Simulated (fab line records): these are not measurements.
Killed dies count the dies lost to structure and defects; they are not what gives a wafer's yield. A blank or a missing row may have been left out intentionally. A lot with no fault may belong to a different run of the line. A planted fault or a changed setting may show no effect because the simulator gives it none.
Comparing a struck lot with a sound one -- flow sky130 -- 17 steps out of a route of 708
Sound: these wafers, L337.2, L337.4, L337.6. Struck: wafers L343.3, L343.5, L343.6. Last of all comes the cause.
At each step with rows: each side's tool, then ch and its chambers, then its first start. Under that, the readings that differ: sound wafers -- struck wafers -- difference of the means -- sigmas: that difference in standard deviations of wafers without a fault.
alike: readings with means less than 2 such deviations apart, plus words and numbers identical on both sides. not compared: withheld readings, readings lacking a value on some wafer, bounds such as >300 that could conceal the same value, and numbers that have no deviation in the record and whose values overlap.
A row with sigmas, a row that says differs or no value, or rows on one side alone: a step with any of these is where the two part. Numbers that don't overlap but have no deviation are shown without sigmas and don't part them. A reading that every wafer of one side lacks parts them only if that side has two wafers or more.

first, 3 steps without rows for these wafers: SKY_VIA2_EXPOSE_09 (exposes mask VIM2, target cd 200 nm); SKY_VIA2_PEB_10; SKY_VIA2_DEVELOP_11 (develop time 60 s).
SKY_VIA2_CD_MEAS_12 targets a cd of 200 nm.
  struck on cd sem-02, day 39 02:50; sound on cd sem-02, day 36 08:25
  alike: cd nm
SKY_VIA2_OVL_MEAS_13:
  struck on overlay-01, day 39 02:56; sound on overlay-02, day 36 08:31
  alike: VIA2_OVL
SKY_VIA2_ETCH_14: etches BARC in N2/H2, stops on SiO2, time 45.9 s, target depth 60 nm.
  sound on rie diel-02 ch 0,1,2, day 36 08:33; struck on rie diel-04 ch 1,2, day 39 02:57
  alike: drypump motor current A, h2 flow sccm, oes product au, throttle valve pct
  not compared: rf hours counter h
SKY_VIA2_ETCH_15: etches SiO2 in C4F8/O2/Ar, stops on TiN, target depth 546 nm, time 84 s.
  sound on rie diel-02 ch 0,1,2, day 36 08:36; struck on rie diel-04 ch 1,2, day 39 02:59
  alike: oes product au
  not compared: rf hours counter h
SKY_VIA2_STRIP_16: strips in O2/N2.
  sound on plasma asher-04 ch 0, day 36 08:40; struck on plasma asher-04 ch 0,1, day 39 03:05
  alike: drypump motor current A, oes product au, strip time to endpoint s
  not compared: rf hours counter h
then, 3 steps without rows for these wafers: SKY_VIA2_STRIP_17 (strips in post etch residue remover, time 1200 s); SKY_VIA2_CLEAN_18 (cleans in IPA, time 180 s); SKY_VIA2_CLEAN_19 (cleans in O3/DIW).
SKY_VIA2_SPUTTER_20: material TiN, target thk 20 nm, time 80 s.
  struck on pvd sputter-03, day 39 03:39; sound on pvd sputter-03, day 36 09:15
  alike: throttle valve pct
SKY_VIA2_CVD_21: deposits W, target thk 420 nm, time 126.4 s.
  sound on cvd w-02 ch 0, day 36 09:19; struck on cvd w-02 ch 0,1, day 39 03:45
  no value came back on the struck wafers for chamber pressure Torr (Torr), heater power outer w (W), heater power w (W), time s (s); on the sound wafers chamber pressure Torr (Torr) reads 40.14 39.94 39.92
SKY_VIA2_RS_MEAS_22: measures by four-point-probe.
  struck on film metro-01, day 39 03:53; sound on film metro-04, day 36 09:28
reading,sound,struck,difference,sigmas
VIA2_W_RS (ohm/sq),0.2729 0.2735 0.2718,60.305 61.124 60.959,+60.523,+99 or more
SKY_VIA2_THK_MEAS_23: measures by xrf.
  struck on film metro-01, day 39 03:59; sound on film metro-04, day 36 09:34
  not compared: VIA2_W_THK
SKY_VIA2_CMP_24: polishes, stops on SiO2, t overpolish 20 s, target thk 0 nm.
  sound on cmp-01 ch 0,1,3, day 36 09:37; struck on cmp-01 ch 0,1, day 39 11:32
reading,sound,struck,difference,sigmas
time to endpoint s (s),98.2 96.3 97.1,0.0 1.9 1.5,-96.1,-32
  alike: head pressure psi, motor current A, slurry flow ml min
-- the record jumps here: 9 days lie between the struck wafers' starts before and after (it left off in module VIA2 and takes up again in module PAD_OPEN, whose first step shown is number 708 of the route) --
SKY_PAD_OPEN_PROBE_99:
  struck on prober-01, day 48 04:15; sound on prober-01, day 45 21:28
reading,sound,struck,difference,sigmas
defect limited yield (%),84.1 86.0 85.6,0 0 0,-85,-47
killed_at_M0_to_M3,40 37 38,457 459 457,+419,+59
killed dies,78 69 71,492 492 492,+419,+46
killed on rim,15 13 10,96 96 96,+83,+21
sort_bin_5_function (%),8.3 7.7 6.9,94.1 93.1 93.9,+86.1,+61
sort n pass,414 423 421,0 0 0,-419,-46
sort yield pct (%),84.1 86.0 85.6,0 0 0,-85,-47
  alike: killed_at_M4_up, killed at contacts, killed at front end, killed at other, killed open, killed short, sort_bin_3_pad_short, sort_bin_6_memory

== WHERE THEY PART ==
Last at SKY_PAD_OPEN_PROBE_99 as far as this record goes, first at SKY_VIA2_CVD_21.

WHY: whatever the simulator had introduced
Skipped step whole: cvd w-02, from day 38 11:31 on, at SKY_VIA2_CVD_21. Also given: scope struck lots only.
